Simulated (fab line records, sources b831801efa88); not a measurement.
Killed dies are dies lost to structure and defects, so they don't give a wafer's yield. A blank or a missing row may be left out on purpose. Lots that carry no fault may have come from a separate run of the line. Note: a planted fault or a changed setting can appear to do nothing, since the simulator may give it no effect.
What tool caused it? | flow sky130 | Sampling: 10 lots, 30 wafers, 5 of 708 route steps

WHAT THE GAUGES SHOWED, per wafer
SKY_PASSIVATION_THK_MEAS_03. Usual: PASSIVATION_CVD_02_THK 539 nm, standard deviation 7.1.
lot  | measured     | on            | PASSIVATION_CVD_02_THK (nm) | flag
L449 | day 42 07:50 | film metro-02 | 530 533 534                 |
L454 | day 43 05:14 | film metro-04 | 533 522 548                 |
L455 | day 43 17:16 | film metro-01 | 541 552 536                 |
L456 | day 44 02:13 | film metro-02 | 647 524 648 647 523 648     | OFF
L459 | day 44 09:48 | film metro-01 | 533 643 540 534 643 540     | OFF
L460 | day 44 17:24 | film metro-04 | 540 555 543                 |
L461 | day 45 00:50 | film metro-01 | 533 538 547                 |
L466 | day 51 06:16 | film metro-04 | 535 531 534                 |
L467 | day 51 06:47 | film metro-04 | 540 546 555                 |
L469 | day 51 08:08 | film metro-01 | 534 539 549                 |

WHAT TOOL EACH LOT RAN ON (gives the tool, then ch and the chambers of the sampled wafers, and finally the start)
lot  | SKY_VIA4_STRIP_13                    | SKY_VIA4_CVD_18               | SKY_METAL5_DESCUM_14              | SKY_PASSIVATION_CVD_02
L449 | plasma asher-03 ch 0,1, day 41 03:30 | cvd w-01 ch 0,1, day 41 04:09 | rie metal-03 ch 1, day 42 06:34   | pecvd-04 ch 0,2, day 42 07:36
L454 | plasma asher-01 ch 0,1, day 42 02:45 | cvd w-01 ch 0,1, day 42 03:25 | rie metal-01 ch 0,1, day 43 04:04 | pecvd-03 ch 0,2, day 43 05:01
L455 | plasma asher-03 ch 0,1, day 42 16:30 | cvd w-02 ch 0, day 42 17:09   | rie metal-01 ch 0,1, day 43 16:05 | pecvd-03 ch 0,2, day 43 17:02
L456 | plasma asher-02 ch 0,1, day 43 01:55 | cvd w-01 ch 0,1, day 43 02:34 | rie metal-02 ch 0,1, day 44 01:01 | pecvd-03 ch 1,2, day 44 01:57
L459 | plasma asher-02 ch 0,1, day 43 09:13 | cvd w-01 ch 0,1, day 43 09:56 | rie metal-02 ch 0,1, day 44 08:35 | pecvd-03 ch 0,1,2, day 44 09:34
L460 | plasma asher-03 ch 0,1, day 43 16:30 | cvd w-01 ch 0,1, day 43 17:09 | rie metal-01 ch 0, day 44 15:55   | pecvd-04 ch 1,2, day 44 17:10
L461 | plasma asher-03 ch 0,1, day 44 01:19 | cvd w-01 ch 0,1, day 44 01:58 | rie metal-02 ch 0,1, day 44 23:38 | pecvd-02 ch 1,2, day 45 00:37
L466 | plasma asher-03 ch 0,1, day 50 10:07 | cvd w-02 ch 0,1, day 50 10:47 | rie metal-03 ch 1, day 51 04:49   | pecvd-02 ch 1,2, day 51 05:55
L467 | plasma asher-02 ch 0,1, day 50 10:39 | cvd w-02 ch 0, day 50 11:43   | rie metal-01 ch 0,1, day 51 05:37 | pecvd-04 ch 1,2, day 51 06:34
L469 | plasma asher-03 ch 0,1, day 50 11:51 | cvd w-02 ch 0,1, day 50 12:58 | rie metal-02 ch 0,1, day 51 06:55 | pecvd-03 ch 0,1,2, day 51 07:54
- SKY_VIA4_STRIP_13: strips in O2/N2.
- SKY_VIA4_CVD_18: deposits W, target thk 505 nm, time 152.14 s.
- SKY_METAL5_DESCUM_14: chemistry O2, time 11 s.
- SKY_PASSIVATION_CVD_02: deposits Si3N4, target thk 540 nm.

AS READ BY THE TOOLS THEMSELVES (means over the sampled wafers that have a number; for cases with no such wafer, the mark the record gives instead)
SKY_VIA4_STRIP_13. Usual: drypump motor current A 5.8 A, standard deviation 0.32; oes product au 0.710 a.u., standard deviation 0.0049; strip time to endpoint s 12.81 s, standard deviation 0.033.
lot  | tool            | drypump motor current A (A) | oes product au (a.u.) | strip time to endpoint s (s) | flag
L449 | plasma asher-03 | 5.9                         | 0.706                 | 12.81                        |
L454 | plasma asher-01 | 5.5                         | 0.712                 | 12.80                        |
L455 | plasma asher-03 | 6.0                         | 0.710                 | 12.81                        |
L456 | plasma asher-02 | 6.0                         | 0.716                 | 12.79                        |
L459 | plasma asher-02 | 6.0                         | 0.716                 | 12.80                        |
L460 | plasma asher-03 | 5.9                         | 0.706                 | 12.80                        |
L461 | plasma asher-03 | 5.9                         | 0.711                 | 12.79                        |
L466 | plasma asher-03 | 5.9                         | 0.711                 | 12.80                        |
L467 | plasma asher-02 | 6.0                         | 0.710                 | 12.83                        |
L469 | plasma asher-03 | 6.0                         | 0.707                 | 12.86                        |

SKY_VIA4_CVD_18. Usual: heater power w 822 W, standard deviation 70.
lot  | tool     | heater power w (W) | flag
L449 | cvd w-01 | 824                |
L454 | cvd w-01 | 802                |
L455 | cvd w-02 | 790                |
L456 | cvd w-01 | 831                |
L459 | cvd w-01 | 834                |
L460 | cvd w-01 | 821                |
L461 | cvd w-01 | 829                |
L466 | cvd w-02 | 832                |
L467 | cvd w-02 | 805                |
L469 | cvd w-02 | 836                |

SKY_METAL5_DESCUM_14. Usual: drypump motor current A 5.8 A, standard deviation 0.47; oes product au 0.995 a.u., standard deviation 0.0088.
lot  | tool         | drypump motor current A (A) | oes product au (a.u.) | flag
L449 | rie metal-03 | 5.6                         | 0.998                 |
L454 | rie metal-01 | 5.6                         | 1.003                 |
L455 | rie metal-01 | 5.5                         | 0.992                 |
L456 | rie metal-02 | 6.4                         | 0.991                 |
L459 | rie metal-02 | 6.2                         | 0.999                 |
L460 | rie metal-01 | 5.7                         | 0.983                 |
L461 | rie metal-02 | 6.4                         | 1.004                 |
L466 | rie metal-03 | 5.6                         | 0.998                 |
L467 | rie metal-01 | 5.4                         | 0.991                 |
L469 | rie metal-02 | 6.4                         | 0.997                 |

SKY_PASSIVATION_CVD_02. Usual: heater power w 717 W, standard deviation 80.
lot  | tool     | heater power w (W) | flag
L449 | pecvd-04 | 661                |
L454 | pecvd-03 | 734                |
L455 | pecvd-03 | 786                |
L456 | pecvd-03 | 727                |
L459 | pecvd-03 | 721                |
L460 | pecvd-04 | 815                |
L461 | pecvd-02 | 738                |
L466 | pecvd-02 | 761                |
L467 | pecvd-04 | 805                |
L469 | pecvd-03 | 662                |

THE ANSWER, worked out from the rows above alone
Rule: a lot is off if the mean of its wafers that have a number lies more than 3 standard deviations from the usual mean. A lot without any number at a reading at which 4 lots or more have one is off too. Any other lot the step has rows for is counted as sound. After the gauges, taken in route order, come the tools' own readings; for these a lot's mean is taken, as printed above. At the first step where some lot is off, the reading lying furthest off is the one used; lots without a number count as furthest.
Off: at SKY_PASSIVATION_THK_MEAS_03 (PASSIVATION_CVD_02_THK), L456, L459.
A tool fits if, at a process step before that reading, it ran every lot that is off, and no sound lot after the first of them. Gauges at SKY_PASSIVATION_THK_MEAS_03: tried the same way as those tools. No candidate that was tried fits.

WHAT THE SIMULATOR HAD PUT IN
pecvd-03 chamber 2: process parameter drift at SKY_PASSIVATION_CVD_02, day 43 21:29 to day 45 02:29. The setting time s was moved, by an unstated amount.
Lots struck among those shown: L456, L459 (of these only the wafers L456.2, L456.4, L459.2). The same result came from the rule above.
